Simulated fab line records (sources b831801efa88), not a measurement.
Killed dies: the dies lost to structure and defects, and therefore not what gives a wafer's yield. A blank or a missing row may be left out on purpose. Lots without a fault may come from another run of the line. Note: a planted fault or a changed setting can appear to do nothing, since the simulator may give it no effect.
Matching of chambers | flow sky130 | SKY_FIELD_ISO_CMP_27 on cmp-01: 4 sister chambers
The step polishes, stops on Si3N4, t overpolish 16 s, target thk 457.8 nm. 16 wafers are shown with their chamber, then 8 later ones without.

== WAFERS PAIRED WITH THEIR CHAMBERS ==
wafer  | chamber | motor_current_A (A) | overpolish_run_s (s) | time_to_endpoint_s (s)
L630.1 | 1       | 13.1                | 15.991               | 111
L630.3 | 0       | 10.2                | 16.001               | 110
L630.6 | 3       | 13.2                | 15.989               | 110
L631.4 | 0       | 10.8                | 16.009               | 110
L631.5 | 0       | 10.9                | 15.999               | 114
L631.6 | 1       | 12.6                | 15.996               | 112
L633.1 | 2       | 11.7                | 16.017               | 115
L633.3 | 3       | 13.1                | 16.011               | 115
L633.5 | 3       | 12.9                | 16.006               | 112
L634.1 | 0       | 11.0                | 16.001               | 114
L634.2 | 1       | 12.6                | 15.998               | 117
L634.3 | 3       | 12.1                | 16.003               | 117
L637.1 | 3       | 13.2                | 16.001               | 109
L637.4 | 0       | 11.4                | 15.997               | 112
L637.5 | 1       | 12.1                | 15.990               | 109
L639.2 | 0       | 10.9                | 15.984               | 106

SIGNATURES, as means of the wafers listed above
reading            | chamber 0 | chamber 1 | chamber 2 | chamber 3 | scatter within a chamber
motor_current_A    | 10.867    | 12.600    | 11.700    | 12.900    | 0.42
overpolish_run_s   | 15.99850  | 15.99375  | 16.01700  | 16.00200  | 0.00735
time_to_endpoint_s | 111.00    | 112.25    | 115.00    | 112.60    | 3.24
Rule: a wafer's distance from a chamber is the root of the sum, over the readings, of the square of ((its reading less the chamber's mean) divided by the reading's scatter). The wafer belongs to the nearest chamber; if the next one is less than 2 further off, it can't be placed. The scatter: take each reading less its chamber's mean, square it, sum over the shown wafers, divide by the number of wafers less the number of chambers, and take the root.

== WAFERS WHOSE CHAMBER IS MISSING ==
wafer  | motor_current_A (A) | overpolish_run_s (s) | time_to_endpoint_s (s)
L639.5 | 13.0                | 16.002               | 109
L639.6 | 10.8                | 16.004               | 109
L640.1 | 11.2                | 16.002               | 113
L640.4 | 12.9                | 16.000               | 115
L640.6 | 12.8                | 16.002               | 112
L652.2 | 10.8                | 15.984               | 116
L652.3 | 12.4                | 16.000               | 117
L652.5 | 11.4                | 15.999               | 113

== CHAMBER TAKEN BY EACH ==
wafer  | from the rows above          | in truth
L639.5 | can't be placed: 3 or 1      | 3
L639.6 | 0                            | 0
L640.1 | can't be placed: 0 or 2      | 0
L640.4 | can't be placed: 3 or 1      | 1
L640.6 | can't be placed: 3 or 1      | 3
L652.2 | 0                            | 0
L652.3 | can't be placed: 1 or 3 or 2 | 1
L652.5 | can't be placed: 0 or 2 or 1 | 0
Placed correctly: 2 of 8. Can't be placed from these rows: 6 (the true chamber is among the candidates in 6). 0 placed wrongly.
